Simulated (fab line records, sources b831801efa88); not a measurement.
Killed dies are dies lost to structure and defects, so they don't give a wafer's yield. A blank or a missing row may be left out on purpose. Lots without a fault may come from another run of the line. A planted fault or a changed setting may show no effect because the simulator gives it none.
fab line records | flow sky130 | part 1 of 2: steps 1 to 26 of 36
record lots=5 wafers=15 last_day=50
route steps=708 shown FIELD_ISO@14 NWELL@32 DNWELL@35 PWDE@45
lots that met no fault: from a run of the same line without faults
start_h: hours from the record's first day to the start of the lot's first wafer shown | wait_h: hours since the lot's step before | " the same as in the row above | L1.1+2: a row that stands for several wafers | - no value, or no start given | * or withheld: withheld | < > ~ a bound
route shown NAME@n: a module of which the file shows steps, and the number in the route of the first | usual: mean/standard deviation of fault-free wafers | same: alike in all rows | chamber/n: place in a boat | sites: the reading at each site | _std_site: their standard deviation | _edge_site: outer sites' mean less inner sites' | radius_mm: how far each site lies from the wafer's centre | mask NAME#n: copy n | behind: the tool/chamber that last shaped the wafer | hold: why the lot was held/for how many hours/how that ended | device: the transistor (n, p or np) that didn't switch | end of line: the same wafers' tests at the end of the route | a step without rows: its recipe alone | killed: dies lost to structure and defects at the first sort, not the wafer's yield | map: a wafer's dies, x killed, . not, _ none there
set.NAME: the setting as run; set.NAME@STEP: as run at that earlier step | model.NAME: the simulator's own value behind a step, which no gauge read
lots at some steps of the route; a table a step, a row a wafer
services: from which hour (start_h, from the record's first day; less than 0 if before it) a tool's chamber was out of use, for how many hours, and why
## steps
# step SKY_FIELD_ISO_CD_MEAS_13
# recipe target_cd_nm=150
# usual cd_nm=149.9/1.2
# columns lot.wafer tool chamber start_h wait_h cd_nm
L080.1 cd_sem-02 - 59.44 - 150.1
L080.2 " - " " 149.0
L080.4 " - " " 150.4
L082.4 cd_sem-02 - 70.00 - 149.3
L082.5 " - " " 149.8
L082.6 " - " " 150.0
L087.1 cd_sem-02 - 98.54 - 148.6
L087.3 " - " " 148.9
L087.5 " - " " 149.1
L090.1 cd_sem-02 - 111.87 - 150.2
L090.2 " - " " 152.0
L090.3 " - " " 152.0
L094.1 cd_sem-01 - 135.07 - 151.5
L094.2 " - " " 150.7
L094.5 " - " " 150.7
# step SKY_FIELD_ISO_ETCH_14
# recipe chemistry=N2/H2 target=BARC ion_energy_ev=200 source_w=500 bias_w=100 pressure_mtorr=30 n2_flow_sccm=100 h2_flow_sccm=200 stop_on=SiO2 time_s=45.9 target_depth_a=600
# usual drypump_motor_current_A=5.6/0.57 h2_flow_sccm=200.1/0.61 oes_product_au=0.855/0.0047 throttle_valve_pct=13.225/0.0092
# columns lot.wafer tool chamber start_h wait_h drypump_motor_current_A h2_flow_sccm oes_product_au rf_hours_counter_h throttle_valve_pct
L080.1 rie_diel-03 0 59.56 0.1 6.0 199.3 0.860 89 13.229
L080.2 " 3 " " 5.9 200.0 0.851 7 13.216
L080.4 " 1 " " 4.8 200.4 0.859 1 13.226
L082.4 rie_diel-01 3 70.06 0.0 4.8 200.1 0.853 34 13.222
L082.5 " 0 " " 6.5 200.1 0.852 - 13.229
L082.6 " 1 " " 6.3 200.2 0.857 - 13.229
L087.1 rie_diel-04 1 98.66 0.1 5.7 200.3 0.846 59 13.214
L087.3 " 0 " " 5.4 200.3 0.857 30 13.229
L087.5 " 0 " " 5.4 199.7 0.856 - 13.216
L090.1 rie_diel-01 1 111.99 0.1 6.3 199.0 0.850 144 13.240
L090.2 " 0 " " 6.5 199.8 0.864 136 13.217
L090.3 " 2 " " 5.5 199.5 0.852 2 13.213
L094.1 rie_diel-03 0 135.19 0.1 6.0 200.7 0.866 90 13.222
L094.2 " 1 " " 4.8 199.0 0.856 2 13.221
L094.5 " 0 " " 6.0 201.1 0.849 - 13.238
# step SKY_FIELD_ISO_ETCH_15
# recipe chemistry=CHF3/O2 target_depth_nm=180 stop_on=Si source_w=600 bias_w=200 pressure_mtorr=40 chf3_flow_sccm=50 O2_flow_sccm=5 time_s=72
# usual drypump_motor_current_A=5.6/0.57 oes_product_au=0.949/0.006 throttle_valve_pct=8.845/0.0089
# columns lot.wafer tool chamber start_h wait_h drypump_motor_current_A oes_product_au rf_hours_counter_h throttle_valve_pct
L080.1 rie_diel-03 0 59.60 0.0 6.0 0.953 89 8.844
L080.2 " 3 " " 6.0 0.951 7 8.847
L080.4 " 1 " " 4.8 0.955 1 8.844
L082.4 rie_diel-01 3 70.10 0.0 4.8 0.957 34 8.840
L082.5 " 0 " " 6.5 0.956 - 8.845
L082.6 " 1 " " 6.3 0.955 - 8.854
L087.1 rie_diel-04 1 98.70 0.0 5.6 0.940 59 8.847
L087.3 " 0 " " 5.4 0.950 30 8.847
L087.5 " 0 " " 5.3 0.946 - 8.846
L090.1 rie_diel-01 1 112.03 0.0 6.3 0.942 144 8.842
L090.2 " 0 " " 6.5 0.946 136 8.829
L090.3 " 2 " " 5.5 0.948 2 8.848
L094.1 rie_diel-03 0 135.23 0.0 6.0 0.941 90 8.846
L094.2 " 1 " " 4.8 0.944 2 8.839
L094.5 " 0 " " 6.0 0.943 - 8.845
# step SKY_FIELD_ISO_STRIP_16
# recipe chemistry=O2/N2 power_w=1400 pressure_mtorr=1500 platen_temp_c=withheld o2_flow_sccm=3000 n2_flow_sccm=300 overash_fraction=0.5
# usual drypump_motor_current_A=5.7/0.45 oes_product_au=0.378/0.0045 strip_time_to_endpoint_s=3.550/0.027
# columns lot.wafer tool chamber start_h wait_h drypump_motor_current_A oes_product_au rf_hours_counter_h strip_time_to_endpoint_s
L080.1 plasma_asher-02 0 59.66 0.0 6.4 0.384 24 3.527
L080.2 " 1 " " 5.9 0.384 24 3.547
L080.4 " 1 " " 5.9 0.382 - 3.494
L082.4 plasma_asher-02 1 70.19 0.1 5.9 0.378 - 3.543
L082.5 " 0 " " 6.4 0.380 - 3.569
L082.6 " 1 " " 5.9 0.380 - 3.574
L087.1 plasma_asher-03 0 98.76 0.0 5.4 0.380 37 3.521
L087.3 " 0 " " 5.4 0.371 - 3.520
L087.5 " 1 " " 5.4 0.378 - 3.527
L090.1 plasma_asher-02 1 112.09 0.0 5.9 0.377 30 3.588
L090.2 " 0 " " 6.4 0.379 30 3.542
L090.3 " 0 " " 6.4 0.382 - 3.617
L094.1 plasma_asher-01 0 135.29 0.0 5.1 0.385 2 3.551
L094.2 " 1 " " 5.9 0.377 2 3.543
L094.5 " 0 " " 5.0 0.382 - 3.564
# step SKY_FIELD_ISO_ETCH_17
# recipe target_depth_a=3420 mask_material=Si3N4 chemistry=HBr/Cl2/O2 target=Si taper_deg=5 icp_w=600 bias_w=150 pressure_mtorr=15 HBr_flow_sccm=150 Cl2_flow_sccm=40 O2_flow_sccm=6 time_s=97.7
# usual HBr_flow_sccm=149.9/0.49 drypump_motor_current_A=5.7/0.52 oes_product_au=1.003/0.009 throttle_valve_pct=25.655/0.01
# columns lot.wafer tool chamber start_h wait_h HBr_flow_sccm drypump_motor_current_A oes_product_au rf_hours_counter_h throttle_valve_pct
L080.1 rie_si-01 1 59.76 0.1 149.6 6.0 1.003 0 25.662
L080.2 " 0 " " 150.5 5.7 1.022 144 25.656
L080.4 " 3 " " 149.8 6.0 0.998 152 25.660
L082.4 rie_si-02 0 70.26 0.0 149.3 4.8 1.013 84 25.640
L082.5 " 1 " " 149.8 5.0 0.996 - 25.666
L082.6 " 0 " " 149.7 4.7 1.022 - 25.646
L087.1 rie_si-02 0 98.86 0.1 150.6 4.7 1.012 84 25.657
L087.3 " 1 " " 150.2 4.9 0.991 80 25.671
L087.5 " 1 " " 150.3 4.9 0.996 - 25.678
L090.1 rie_si-01 2 112.19 0.1 150.2 5.6 1.000 36 25.654
L090.2 " 1 " " 149.7 6.0 1.003 1 25.648
L090.3 " 3 " " 150.0 6.0 1.004 0 25.652
L094.1 rie_si-01 3 135.39 0.1 150.0 6.0 1.007 1 25.663
L094.2 " 2 " " 150.1 5.6 1.002 36 25.672
L094.5 " 3 " " 149.0 6.0 1.002 - 25.653
# step SKY_FIELD_ISO_WET_ETCH_18
# recipe chemistry=H3PO4 target_depth_nm=25 temp_c=160 target=Si3N4 time_s=286
# columns lot.wafer tool chamber start_h wait_h
L080.1+2+4 wet_bench-02 3 59.83 0.0
L082.4+5+6 wet_bench-03 1 70.33 0.0
L087.1+3+5 wet_bench-04 2 98.93 0.0
L090.1+2+3 wet_bench-03 3 112.26 0.0
L094.1+2+5 wet_bench-04 3 135.46 0.0
# step SKY_FIELD_ISO_CLEAN_19
# recipe chemistry=SC1/SC2 mix=1:4:20 temp_c=70 time_s=150
# columns lot.wafer tool chamber start_h wait_h
L080.1+2+4 wet_bench-04 3 59.93 0.0
L082.4+5+6 wet_bench-04 3 70.42 0.0
L087.1+3+5 wet_bench-02 3 99.03 0.0
L090.1+2+3 wet_bench-02 3 112.35 0.0
L094.1+2+5 wet_bench-02 3 135.55 0.0
# step SKY_FIELD_ISO_CLEAN_20
# recipe chemistry=dHF time_s=20 dilution=100:1
# columns lot.wafer tool chamber start_h wait_h
L080.1+2+4 wet_bench-03 0 59.98 0.0
L082.4+5+6 wet_bench-02 2 70.47 0.0
L087.1+3+5 wet_bench-03 0 99.08 0.0
L090.1+2+3 wet_bench-04 3 112.40 0.0
L094.1+2+5 wet_bench-03 0 135.60 0.0
# step SKY_FIELD_ISO_WET_ETCH_21
# recipe chemistry=dHF dilution=100:1 target_depth_nm=20 dry=ipa_marangoni target=SiO2 temp_c=25 time_s=400
# columns lot.wafer tool chamber start_h wait_h
L080.1+2+4 wet_bench-02 3 60.00 0.0
L082.4+5+6 wet_bench-03 2 70.49 0.0
L087.1+3+5 wet_bench-04 0 99.10 0.0
L090.1+2+3 wet_bench-03 0 112.41 0.0
L094.1+2+5 wet_bench-04 0 135.61 0.0
# step SKY_FIELD_ISO_OXIDATION_22
# recipe temp_c=950 ambient=O2 stabilise_s=600 purge_s=300 target_thk_a=100 ox_time_s=623
# usual zone_power_bottom_pct=28.6/0.49
# columns lot.wafer tool chamber start_h wait_h zone_power_bottom_pct
L080.1 furnace-02 0 60.13 0.0 29.2
L080.2 " 0 " " 29.0
L080.4 " 0 " " 29.0
L082.4 furnace-01 0 71.84 1.2 28.6
L082.5 " 0 " " 28.5
L082.6 " 0 " " 27.8
L087.1 furnace-01 0 99.24 0.0 27.9
L087.3 " 0 " " 27.5
L087.5 " 0 " " 27.8
L090.1 furnace-02 0 113.83 1.3 28.8
L090.2 " 0 " " 28.7
L090.3 " 0 " " 28.9
L094.1 furnace-01 0 135.95 0.2 28.1
L094.2 " 0 " " 27.9
L094.5 " 0 " " 27.7
# step SKY_FIELD_ISO_THK_MEAS_23
# recipe reads=SiO2_of_FIELD_ISO_OXIDATION_22
# usual FIELD_ISO_OXIDATION_01_THK=10.08/0.19
# columns lot.wafer tool chamber start_h wait_h FIELD_ISO_OXIDATION_01_THK[nm]
L080.1 film_metro-04 - 61.30 0.0 10.46
L080.2 " - " " 10.29
L080.4 " - " " 10.33
L082.4 film_metro-03 - 73.04 0.0 10.04
L082.5 " - " " 10.00
L082.6 " - " " 10.03
L087.1 film_metro-03 - 100.41 0.0 10.14
L087.3 " - " " 10.06
L087.5 " - " " 10.03
L090.1 film_metro-04 - 115.00 0.0 9.80
L090.2 " - " " 10.20
L090.3 " - " " 10.09
L094.1 film_metro-03 - 137.12 0.0 9.92
L094.2 " - " " 9.80
L094.5 " - " " 10.06
# step SKY_FIELD_ISO_CVD_24
# recipe material=SiO2 target_thk_nm=595 temp_c=650 sigma_open_frac=0.3 time_s=99.2 sih4_flow_sccm=60 pressure_mtorr=6
# columns lot.wafer tool chamber start_h wait_h
L080.1+2+4 hdpcvd-01 0,2,2 61.36 0.1
L082.4+5+6 hdpcvd-01 0,2,1 73.11 0.1
L087.1+3+5 hdpcvd-01 2,0,1 100.47 0.1
L090.1+2+3 hdpcvd-02 2,1,0 115.06 0.1
L094.1+2+5 hdpcvd-01 0,2,1 137.18 0.1
# step SKY_FIELD_ISO_THK_MEAS_25
# recipe reads=SiO2_of_FIELD_ISO_CVD_24
# usual FIELD_ISO_CVD_24_THK=598/4.9
# columns lot.wafer tool chamber start_h wait_h FIELD_ISO_CVD_24_THK[nm]
L080.1 film_metro-03 - 61.43 0.0 600
L080.2 " - " " 597
L080.4 " - " " 602
L082.4 film_metro-01 - 73.17 0.0 591
L082.5 " - " " 602
L082.6 " - " " 597
L087.1 film_metro-04 - 100.54 0.0 601
L087.3 " - " " 600
L087.5 " - " " 599
L090.1 film_metro-03 - 115.14 0.0 600
L090.2 " - " " 604
L090.3 " - " " 600
L094.1 film_metro-04 - 137.26 0.0 597
L094.2 " - " " 599
L094.5 " - " " 604
# step SKY_FIELD_ISO_ANNEAL_26
# recipe temp_c=1000 time_s=1800 ambient=N2
# usual zone_power_bottom_pct=31.8/0.49
# columns lot.wafer tool chamber start_h wait_h zone_power_bottom_pct
L080.1 furnace-01 0 61.63 0.2 31.6
L080.2 " 0 " " 31.6
L080.4 " 0 " " 31.8
L082.4 furnace-02 0 74.31 1.1 32.1
L082.5 " 0 " " 32.6
L082.6 " 0 " " 31.9
L087.1 furnace-02 0 101.63 1.1 32.4
L087.3 " 0 " " 32.2
L087.5 " 0 " " 31.9
L090.1 furnace-02 0 116.40 1.3 32.0
L090.2 " 0 " " 32.5
L090.3 " 0 " " 32.5
L094.1 furnace-01 0 137.32 0.1 31.6
L094.2 " 0 " " 30.8
L094.5 " 0 " " 32.1
# step SKY_FIELD_ISO_CMP_27
# recipe stop_on=Si3N4 t_overpolish_s=16 down_force_psi=4 platen_rpm=60 target_thk_nm=457.8 pad_velocity_m_s=0.94248
# usual motor_current_A=12.2/1.2 overpolish_run_s=16.000/0.0095 time_to_endpoint_s=112/3.6
# same t_overpolish_s=16
# columns lot.wafer tool chamber start_h wait_h motor_current_A overpolish_run_s time_to_endpoint_s
L080.2 cmp-01 2 63.18 0.1 14.1 15.998 116
L080.1 " 3 " " 11.8 15.984 116
L080.4 " 0 " " 12.1 16.008 113
L082.4 cmp-02 1 75.96 0.1 10.5 16.003 111
L082.5 " 2 " " 10.7 16.011 112
L082.6 " 3 " " 11.5 16.000 110
L087.3 cmp-01 3 103.13 0.0 11.6 16.006 114
L087.1 " 1 " " 12.1 16.008 109
L087.5 " 0 " " 12.4 16.010 104
L090.1 cmp-02 2 117.90 0.0 11.0 16.001 115
L090.2 " 3 " " 11.3 16.003 108
L090.3 " 0 " " 13.4 15.998 115
L094.1 cmp-01 1 138.87 0.1 12.4 15.984 111
L094.2 " 3 " " 11.4 16.003 116
L094.5 " 1 " " 12.5 16.000 111
# step SKY_FIELD_ISO_WET_ETCH_28
# recipe chemistry=dHF target_depth_nm=23.7 target=SiO2 dilution=10:1 temp_c=25 time_s=47
# columns lot.wafer tool chamber start_h wait_h
L080.1+2+4 wet_bench-03 0 63.43 0.1
L082.4+5+6 wet_bench-02 1 76.11 0.1
L087.1+3+5 wet_bench-02 1 103.43 0.1
L090.1+2+3 wet_bench-03 2 118.20 0.2
L094.1+2+5 wet_bench-03 3 139.12 0.2
# step SKY_FIELD_ISO_WET_ETCH_29
# recipe chemistry=H3PO4 target_depth_nm=160 target=Si3N4 temp_c=160 time_s=1825
# columns lot.wafer tool chamber start_h wait_h
L080.1+2+4 wet_bench-04 1 63.45 0.0
L082.4+5+6 wet_bench-03 3 76.13 0.0
L087.1+3+5 wet_bench-03 2 103.45 0.0
L090.1+2+3 wet_bench-02 0 118.22 0.0
L094.1+2+5 wet_bench-04 3 139.14 0.0
# step SKY_FIELD_ISO_WET_ETCH_30
# recipe chemistry=dHF target_depth_nm=25 target=SiO2 dilution=10:1 temp_c=25 time_s=50
# columns lot.wafer tool chamber start_h wait_h
L080.1+2+4 wet_bench-02 1 64.02 0.0
L082.4+5+6 wet_bench-04 0 76.64 0.0
L087.1+3+5 wet_bench-04 2 104.02 0.0
L090.1+2+3 wet_bench-03 0 119.25 0.0
L094.1+2+5 wet_bench-03 2 139.66 0.0
# step SKY_NWELL_CLEAN_00
# recipe chemistry=SC1/SC2 mix=1:4:20 temp_c=70 time_s=150 dry=n2_spin
# columns lot.wafer tool chamber start_h wait_h
L080.1+2+4 wet_bench-03 1 64.04 0.0
L082.4+5+6 wet_bench-02 3 76.67 0.0
L087.1+3+5 wet_bench-02 0 104.04 0.0
L090.1+2+3 wet_bench-02 1 119.27 0.0
L094.1+2+5 wet_bench-02 2 139.68 0.0
# step SKY_NWELL_OXIDATION_01
# recipe temp_c=900 ambient=O2 stabilise_s=600 purge_s=300 target_thk_a=100 ox_time_s=1418
# usual zone_power_bottom_pct=25.2/0.43
# columns lot.wafer tool chamber start_h wait_h zone_power_bottom_pct
L080.1 furnace-01 0 64.67 0.6 25.1
L080.2 " 0 " " 24.6
L080.4 " 0 " " 25.1
L082.4 furnace-02 0 76.98 0.3 25.7
L082.5 " 0 " " 25.4
L082.6 " 0 " " 25.8
L087.1 furnace-02 0 105.38 1.3 25.9
L087.3 " 0 " " 25.5
L087.5 " 0 " " 25.9
L090.1 furnace-02 0 119.46 0.1 25.4
L090.2 " 0 " " 25.0
L090.3 " 0 " " 25.6
L094.1 furnace-01 0 140.35 0.6 24.7
L094.2 " 0 " " 24.6
L094.5 " 0 " " 25.3
# step SKY_NWELL_THK_MEAS_02
# recipe reads=SiO2_of_NWELL_OXIDATION_01
# usual NWELL_OXIDATION_THK=10.03/0.16
# columns lot.wafer tool chamber start_h wait_h NWELL_OXIDATION_THK[nm]
L080.1 film_metro-02 - 66.06 0.0 9.85
L080.2 " - " " 9.87
L080.4 " - " " 9.82
L082.4 film_metro-01 - 78.40 0.0 10.08
L082.5 " - " " 10.08
L082.6 " - " " 10.02
L087.1 film_metro-04 - 106.78 0.0 10.15
L087.3 " - " " 10.24
L087.5 " - " " 10.05
L090.1 film_metro-04 - 120.85 0.0 10.19
L090.2 " - " " 9.94
L090.3 " - " " 10.17
L094.1 film_metro-01 - 141.74 0.0 10.03
L094.2 " - " " 10.15
L094.5 " - " " 9.91
# step SKY_DNWELL_DEHYDRATE_00
# recipe temp_c=200 time_s=60
# usual resist_line_temp_C=23.01/0.15
# columns lot.wafer tool chamber start_h wait_h resist_line_temp_C
L080.1 litho_track-04 0 73.42 7.3 22.98
L080.2 " 0 " " 22.68
L080.4 " 0 " " 22.87
L082.4 litho_track-04 0 85.89 7.5 22.88
L082.5 " 0 " " 22.70
L082.6 " 0 " " 22.75
L087.1 litho_track-03 0 115.12 8.3 22.91
L087.3 " 0 " " 23.21
L087.5 " 0 " " 23.14
L090.1 litho_track-03 0 129.92 9.1 22.75
L090.2 " 0 " " 22.90
L090.3 " 0 " " 23.10
L094.1 litho_track-04 0 150.97 9.2 22.93
L094.2 " 0 " " 23.00
L094.5 " 0 " " 23.19
# step SKY_DNWELL_HMDS_01
# recipe prime_time_s=60 prime_temp_c=120
# usual resist_line_temp_C=22.98/0.098
# columns lot.wafer tool chamber start_h wait_h resist_line_temp_C
L080.1 litho_track-04 0 73.57 0.1 22.89
L080.2 " 0 " " 22.87
L080.4 " 0 " " 22.79
L082.4 litho_track-04 0 86.04 0.1 23.16
L082.5 " 0 " " 23.10
L082.6 " 0 " " 23.04
L087.1 litho_track-03 0 115.27 0.1 22.97
L087.3 " 0 " " 22.97
L087.5 " 0 " " 22.87
L090.1 litho_track-03 0 130.07 0.1 23.04
L090.2 " 0 " " 22.93
L090.3 " 0 " " 23.00
L094.1 litho_track-04 0 151.12 0.1 22.98
L094.2 " 0 " " 23.00
L094.5 " 0 " " 22.92
# step SKY_DNWELL_COAT_02
# recipe spin_rpm=2000 resist_thk_nm=3000
# usual resist_line_temp_C=23.01/0.13
# columns lot.wafer tool chamber start_h wait_h resist_line_temp_C
L080.1 litho_track-04 0 73.72 0.1 22.92
L080.2 " 0 " " 22.85
L080.4 " 0 " " 22.86
L082.4 litho_track-04 0 86.19 0.1 22.98
L082.5 " 0 " " 23.16
L082.6 " 0 " " 22.97
L087.1 litho_track-03 0 115.42 0.1 23.03
L087.3 " 0 " " 22.98
L087.5 " 0 " " 22.97
L090.1 litho_track-03 0 130.22 0.1 22.90
L090.2 " 0 " " 22.95
L090.3 " 0 " " 22.98
L094.1 litho_track-04 0 151.27 0.1 23.32
L094.2 " 0 " " 23.08
L094.5 " 0 " " 23.20
# step SKY_DNWELL_SOFTBAKE_03
# recipe temp_c=110 time_s=withheld
# usual resist_line_temp_C=23.01/0.094
# columns lot.wafer tool chamber start_h wait_h resist_line_temp_C
L080.1 litho_track-04 0 73.87 0.1 23.07
L080.2 " 0 " " 23.17
L080.4 " 0 " " 23.06
L082.4 litho_track-04 0 86.37 0.1 23.04
L082.5 " 0 " " 23.11
L082.6 " 0 " " 22.88
L087.1 litho_track-03 0 115.57 0.1 23.11
L087.3 " 0 " " 23.09
L087.5 " 0 " " 23.06
L090.1 litho_track-03 0 130.37 0.1 23.10
L090.2 " 0 " " 23.05
L090.3 " 0 " " 22.96
L094.1 litho_track-04 0 151.42 0.1 22.81
L094.2 " 0 " " 22.93
L094.5 " 0 " " 22.96
# step SKY_DNWELL_EXPOSE_04
# recipe mask_id=DNM na=0.57 target_cd_nm=3000 dose_mj=222
# usual exposure_dose_mJ_cm2=221.99/0.2
# columns lot.wafer tool chamber start_h wait_h mask exposure_dose_mJ_cm2
L080.1 iline_stepper-01 0 - - DNM#0 222.40
L080.2 " 0 " " DNM#0 222.14
L080.4 " 0 " " DNM#0 222.17
L082.4 iline_stepper-01 0 - - DNM#0 221.83
L082.5 " 0 " " DNM#0 221.87
L082.6 " 0 " " DNM#0 222.22
L087.1 iline_stepper-01 0 - - DNM#0 221.66
L087.3 " 0 " " DNM#0 221.90
L087.5 " 0 " " DNM#0 222.06
L090.1 iline_stepper-01 0 - - DNM#0 222.05
L090.2 " 0 " " DNM#0 222.06
L090.3 " 0 " " DNM#0 222.09
L094.1 iline_stepper-02 0 - - DNM#0 221.78
L094.2 " 0 " " DNM#0 222.02
L094.5 " 0 " " DNM#0 221.72
